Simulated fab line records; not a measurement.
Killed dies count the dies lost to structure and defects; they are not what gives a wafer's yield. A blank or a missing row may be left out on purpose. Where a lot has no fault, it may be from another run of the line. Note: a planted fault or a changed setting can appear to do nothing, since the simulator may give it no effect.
fab line records    flow gf180mcu
record lots=11  wafers=33  lastDay=34
route steps=602 shown M2@364 V2@400 V3@444 V4@481
lots untouched by any fault: they come from a run of this same line in which no faults occurred
startH: start of the lot's first displayed wafer, in hours after the record's first day    waitH: time in hours since the lot's previous step    " same as the row above    L1.1+2: several wafers, shown together as one row    - either no value or no given start    * or withheld: withheld    < > ~ a bound
route shown NAME@n: a module of which the file shows steps, and the number in the route of the first    usual: the fault-free wafers' mean and standard deviation    same: alike in all rows    chamber/n: place in a boat    sites: readings site by site    _std_site: the values' standard deviation    _edge_site: inner sites' mean taken away from outer sites' mean    radiusMm: for every site, how far away it sits from the centre of the wafer    mask NAME#n: copy n    behind: tool/chamber where the wafer was last shaped    hold: cause of the lot's hold/its duration in hours/its outcome    device: transistor that didn't switch, given as n, p or np    end of line: tests run on the same wafers once the route is complete    a step given without rows: its recipe and nothing more    killed: dies lost to structure and defects at the first sort, not the wafer's yield    map: the dies of a wafer, with x for killed, . for not killed, _ for no die there
set.NAME: the setting as run; set.NAME@STEP: as run at that earlier step    model.NAME: the simulator's own value behind a step, which no gauge read
the route's steps for a sample of lots (tables are steps, rows are wafers)
services: when a tool's chamber went out of use (startH, in hours from the record's first day, below 0 if earlier), for how many hours, and the reason
## steps
# step GF_M2_SPUTTER_02
# recipe material=AlCu  targetThkNm=450  powerW=10600  timeS=23.9  chamberPressurePa=0.4
# usual cathodeDcPowerW=10600/1.9  throttleValvePct=29.5/1.1
lot.wafer  tool           chamber  startH  waitH  cathodeDcPowerW  throttleValvePct
L976.1     pvdSputter-01  -        469.46  0.0    10601            28.3
L976.2     "              -        "       "      10600            29.4
L976.3     "              -        "       "      10597            31.0
L977.1     pvdSputter-04  -        478.90  0.0    10600            30.0
L977.3     "              -        "       "      10598            28.9
L977.6     "              -        "       "      10602            30.8
L978.1     pvdSputter-01  -        489.70  0.0    10603            28.1
L978.2     "              -        "       "      10599            30.9
L978.6     "              -        "       "      10602            27.9
L979.3     pvdSputter-02  -        501.60  0.0    10600            28.3
L979.4     "              -        "       "      10602            30.3
L979.5     "              -        "       "      10605            30.1
L980.1     pvdSputter-04  -        509.63  0.0    10602            29.0
L980.5     "              -        "       "      10600            29.0
L980.6     "              -        "       "      10599            31.2
L983.1     pvdSputter-01  -        529.82  0.0    10596            27.9
L983.3     "              -        "       "      10601            31.2
L983.6     "              -        "       "      10600            28.3
L984.1     pvdSputter-04  -        531.60  0.0    10600            30.8
L984.2     "              -        "       "      10600            28.9
L984.4     "              -        "       "      10600            29.6
L990.1     pvdSputter-01  -        586.77  0.0    12156            28.1
L990.2     "              -        "       "      10601            28.5
L990.4     "              -        "       "      10598            29.6
L991.1     pvdSputter-01  -        596.04  0.0    10598            29.5
L991.2     "              -        "       "      12155            28.1
L991.5     "              -        "       "      10600            28.2
L992.2     pvdSputter-04  -        599.68  0.0    10601            29.3
L992.4     "              -        "       "      10599            29.2
L992.5     "              -        "       "      10597            31.1
L993.4     pvdSputter-02  -        602.14  0.0    10601            29.1
L993.5     "              -        "       "      10598            28.5
L993.6     "              -        "       "      10599            28.9
# step GF_M2_RS_MEAS_05
# recipe thkMeasGauge=four-point-probe  reads=TiN_of_M2_SPUTTER_04+Ti_of_M2_SPUTTER_03+AlCu_of_M2_SPUTTER_02+TiN_of_M2_SPUTTER_01+Ti_of_M2_SPUTTER_00
# usual M2_ALCU_RS=0.0693/0.00086
lot.wafer  tool          chamber  startH  waitH  M2_ALCU_RS[ohm/sq]
L976.1     filmMetro-02  -        469.55  0.0    0.0703
L976.2     "             -        "       "      0.0706
L976.3     "             -        "       "      0.0710
L977.1     filmMetro-01  -        478.99  0.0    0.0694
L977.3     "             -        "       "      0.0700
L977.6     "             -        "       "      0.0700
L978.1     filmMetro-01  -        489.79  0.0    0.0696
L978.2     "             -        "       "      0.0695
L978.6     "             -        "       "      0.0691
L979.3     filmMetro-01  -        501.73  0.1    0.0694
L979.4     "             -        "       "      0.0688
L979.5     "             -        "       "      0.0694
L980.1     filmMetro-01  -        509.72  0.0    0.0691
L980.5     "             -        "       "      0.0685
L980.6     "             -        "       "      0.0687
L983.1     filmMetro-02  -        529.91  0.0    0.0693
L983.3     "             -        "       "      0.0694
L983.6     "             -        "       "      0.0697
L984.1     filmMetro-03  -        531.69  0.0    0.0680
L984.2     "             -        "       "      0.0679
L984.4     "             -        "       "      0.0674
L990.1     filmMetro-03  -        586.86  0.0    0.0622
L990.2     "             -        "       "      0.0704
L990.4     "             -        "       "      0.0703
L991.1     filmMetro-02  -        596.13  0.0    0.0692
L991.2     "             -        "       "      0.0605
L991.5     "             -        "       "      0.0694
L992.2     filmMetro-02  -        599.79  0.0    0.0694
L992.4     "             -        "       "      0.0689
L992.5     "             -        "       "      0.0689
L993.4     filmMetro-03  -        602.29  0.1    0.0696
L993.5     "             -        "       "      0.0692
L993.6     "             -        "       "      0.0691
# step GF_M2_THK_MEAS_06
# recipe thkMeasGauge=xrf  reads=AlCu_of_M2_SPUTTER_02
# usual M2_ALCU_THK=457/6.3
lot.wafer  tool          chamber  startH  waitH  M2_ALCU_THK[nm]
L976.1     filmMetro-02  -        469.67  0.1    449
L976.2     "             -        "       "      446
L976.3     "             -        "       "      443
L977.1     filmMetro-01  -        479.11  0.1    456
L977.3     "             -        "       "      452
L977.6     "             -        "       "      456
L978.1     filmMetro-01  -        489.91  0.1    448
L978.2     "             -        "       "      455
L978.6     "             -        "       "      453
L979.3     filmMetro-01  -        501.83  0.1    456
L979.4     "             -        "       "      459
L979.5     "             -        "       "      455
L980.1     filmMetro-01  -        509.84  0.1    454
L980.5     "             -        "       "      462
L980.6     "             -        "       "      459
L983.1     filmMetro-02  -        530.03  0.1    457
L983.3     "             -        "       "      455
L983.6     "             -        "       "      450
L984.1     filmMetro-03  -        531.81  0.1    470
L984.2     "             -        "       "      465
L984.4     "             -        "       "      472
L990.1     filmMetro-03  -        586.98  0.1    509
L990.2     "             -        "       "      449
L990.4     "             -        "       "      452
L991.1     filmMetro-02  -        596.25  0.1    455
L991.2     "             -        "       "      522
L991.5     "             -        "       "      453
L992.2     filmMetro-02  -        599.90  0.1    455
L992.4     "             -        "       "      458
L992.5     "             -        "       "      459
L993.4     filmMetro-03  -        602.38  0.1    459
L993.5     "             -        "       "      460
L993.6     "             -        "       "      463
# step GF_V2_STRIP_18
# recipe chemistry=O2/N2  powerW=1400  pressureMtorr=1500  platenTempC=250  o2FlowSccm=3000  n2FlowSccm=300  overashFraction=0.5
# usual drypumpMotorCurrentA=5.6/0.35  heaterPowerW=323/40  o2FlowSccm=2999/9.2  oesProductAu=0.593/0.0047
lot.wafer  tool            chamber  startH  waitH  drypumpMotorCurrentA  heaterPowerW  o2FlowSccm  oesProductAu  rfHoursCounterH
L976.1     plasmaAsher-03  1        518.02  -      5.4                   368           2977        0.595         78
L976.2     "               0        "       "      5.3                   316           3003        0.594         78
L976.3     "               1        "       "      5.5                   373           2986        0.598         -
L977.1     plasmaAsher-01  1        527.98  -      5.5                   297           2975        0.602         9
L977.3     "               0        "       "      5.3                   299           3004        0.594         -
L977.6     "               0        "       "      5.3                   294           2998        0.592         -
L978.1     plasmaAsher-03  1        537.52  -      5.4                   370           2995        0.594         79
L978.2     "               0        "       "      5.3                   318           2997        0.592         79
L978.6     "               1        "       "      5.5                   364           3004        0.594         -
L979.3     plasmaAsher-04  1        550.05  -      6.3                   296           2997        0.585         -
L979.4     "               0        "       "      5.9                   387           2988        0.603         -
L979.5     "               0        "       "      5.9                   377           3004        0.597         -
L980.1     plasmaAsher-01  1        557.30  -      5.5                   290           2989        0.592         12
L980.5     "               1        "       "      5.5                   289           3010        0.594         -
L980.6     "               0        "       "      5.3                   292           2995        0.594         -
L983.1     plasmaAsher-04  1        576.63  -      6.3                   295           3010        0.593         51
L983.3     "               0        "       "      5.8                   386           2994        0.600         -
L983.6     "               0        "       "      5.9                   383           3000        0.598         -
L984.1     plasmaAsher-04  0        579.00  -      5.8                   386           3011        0.597         51
L984.2     "               1        "       "      6.3                   296           3013        0.591         51
L984.4     "               0        "       "      5.9                   384           3008        0.591         -
L990.1     plasmaAsher-03  0        629.63  -      5.3                   309           3003        0.598         89
L990.2     "               1        "       "      5.4                   377           3006        0.595         89
L990.4     "               0        "       "      5.3                   316           3012        0.590         -
L991.1     plasmaAsher-03  1        637.98  -      5.5                   368           2991        0.606         90
L991.2     "               0        "       "      5.4                   317           2991        0.594         90
L991.5     "               1        "       "      5.4                   366           2995        0.604         -
L992.2     plasmaAsher-01  0        642.25  -      5.3                   283           3014        0.591         21
L992.4     "               0        "       "      5.3                   287           2993        0.596         -
L992.5     "               1        "       "      5.5                   291           3006        0.596         -
L993.4     plasmaAsher-03  0        644.25  -      5.3                   319           2988        0.586         -
L993.5     "               0        "       "      5.3                   310           3003        0.590         -
L993.6     "               1        "       "      5.5                   373           3011        0.593         -
# step GF_V3_OVL_MEAS_15
# usual V3_OVL=0/4.7
lot.wafer  tool        chamber  startH  waitH  V3_OVL[nm]
L976.1     overlay-02  -        566.36  0.1    -4
L976.2     "           -        "       "      13
L976.3     "           -        "       "      -3
L977.1     overlay-01  -        575.58  0.1    -10
L977.3     "           -        "       "      -9
L977.6     "           -        "       "      -13
L978.1     overlay-01  -        584.54  0.1    2
L978.2     "           -        "       "      -4
L978.6     "           -        "       "      7
L979.3     overlay-01  -        597.47  0.1    -5
L979.4     "           -        "       "      -1
L979.5     "           -        "       "      8
L980.1     overlay-02  -        603.41  0.1    5
L980.5     "           -        "       "      -6
L980.6     "           -        "       "      -4
L983.1     overlay-01  -        620.73  0.1    -1
L983.3     "           -        "       "      -6
L983.6     "           -        "       "      -8
L984.1     overlay-01  -        623.64  0.1    -1
L984.2     "           -        "       "      -7
L984.4     "           -        "       "      -2
L990.1     overlay-02  -        672.44  0.1    2
L990.2     "           -        "       "      -5
L990.4     "           -        "       "      0
L991.1     overlay-01  -        679.73  0.1    -2
L991.2     "           -        "       "      2
L991.5     "           -        "       "      4
L992.2     overlay-02  -        683.19  0.1    -1
L992.4     "           -        "       "      4
L992.5     "           -        "       "      -6
L993.4     overlay-02  -        685.80  0.1    2
L993.5     "           -        "       "      1
L993.6     "           -        "       "      -2
# step GF_V4_BOW_MEAS_05
# recipe mode=bow
# usual V4_BOW=130/7.7
lot.wafer  tool          chamber  startH  waitH  V4_BOW[um]
L976.1     filmMetro-01  -        591.03  0.2    142
L976.2     "             -        "       "      150
L976.3     "             -        "       "      134
L977.1     filmMetro-04  -        599.11  0.1    117
L977.3     "             -        "       "      122
L977.6     "             -        "       "      125
L978.1     filmMetro-04  -        607.84  0.2    136
L978.2     "             -        "       "      126
L978.6     "             -        "       "      133
L979.3     filmMetro-03  -        621.62  0.1    134
L979.4     "             -        "       "      133
L979.5     "             -        "       "      135
L980.1     filmMetro-03  -        626.92  0.2    130
L980.5     "             -        "       "      132
L980.6     "             -        "       "      122
L983.1     filmMetro-03  -        644.44  0.2    128
L983.3     "             -        "       "      141
L983.6     "             -        "       "      135
L984.1     filmMetro-04  -        646.50  0.2    129
L984.2     "             -        "       "      127
L984.4     "             -        "       "      140
L990.1     filmMetro-04  -        694.11  0.1    124
L990.2     "             -        "       "      116
L990.4     "             -        "       "      120
L991.1     filmMetro-01  -        701.00  0.1    130
L991.2     "             -        "       "      135
L991.5     "             -        "       "      125
L992.2     filmMetro-04  -        704.97  0.1    120
L992.4     "             -        "       "      132
L992.5     "             -        "       "      120
L993.4     filmMetro-04  -        707.46  0.2    133
L993.5     "             -        "       "      147
L993.6     "             -        "       "      127
## services
tool            chamber  startH  hours  kind
plasmaAsher-01  -        474.50  1.2    repair
pvdSputter-02   -        504.67  0.6    repair
pvdSputter-04   -        518.18  3.9    repair
pvdSputter-01   1        520.85  -      consumableReplace:kit
pvdSputter-01   1        520.85  18.0   scheduledDown
pvdSputter-01   1        520.85  18.0   ventCycle
pvdSputter-04   -        527.09  1.4    repair
plasmaAsher-03  -        529.05  8.3    repair
pvdSputter-02   -        530.60  9.0    repair
pvdSputter-01   -        538.07  8.1    repair
pvdSputter-04   3        602.36  -      consumableReplace:kit
pvdSputter-04   3        602.36  18.0   scheduledDown
pvdSputter-04   3        602.36  18.0   ventCycle
pvdSputter-01   0        626.95  -      consumableReplace:kit
pvdSputter-01   0        626.95  18.0   scheduledDown
pvdSputter-01   0        626.95  18.0   ventCycle
plasmaAsher-01  -        630.74  1.3    repair
## key
firstSign step=GF_M2_SPUTTER_02  reading=cathodeDcPowerW  direction=up  sigmas=99+  usual=10600  struck=12156
effect step=GF_M2_RS_MEAS_05  reading=M2_ALCU_RS  direction=down  sigmas=9.2  usual=0.0693  struck=0.0614
effect step=GF_M2_THK_MEAS_06  reading=M2_ALCU_THK  direction=up  sigmas=9.4  usual=457  struck=515
metAt GF_M2_SPUTTER_02
struckLots L990,L991
struckWafers L990.1,L991.2
notActingAt GF_V2_STRIP_18,GF_V3_OVL_MEAS_15,GF_V4_BOW_MEAS_05
onsetBetween 529.82 586.77
fault kind=processParameterDrift  tool=pvdSputter-01  chamber=-  onsetH=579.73  steps=GF_M2_SPUTTER_02  channel=powerW  offset=1557.2  shape=step  endH=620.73  actsIn=theseRecipesOnly  stated=10600  scope=struckWafersOnly
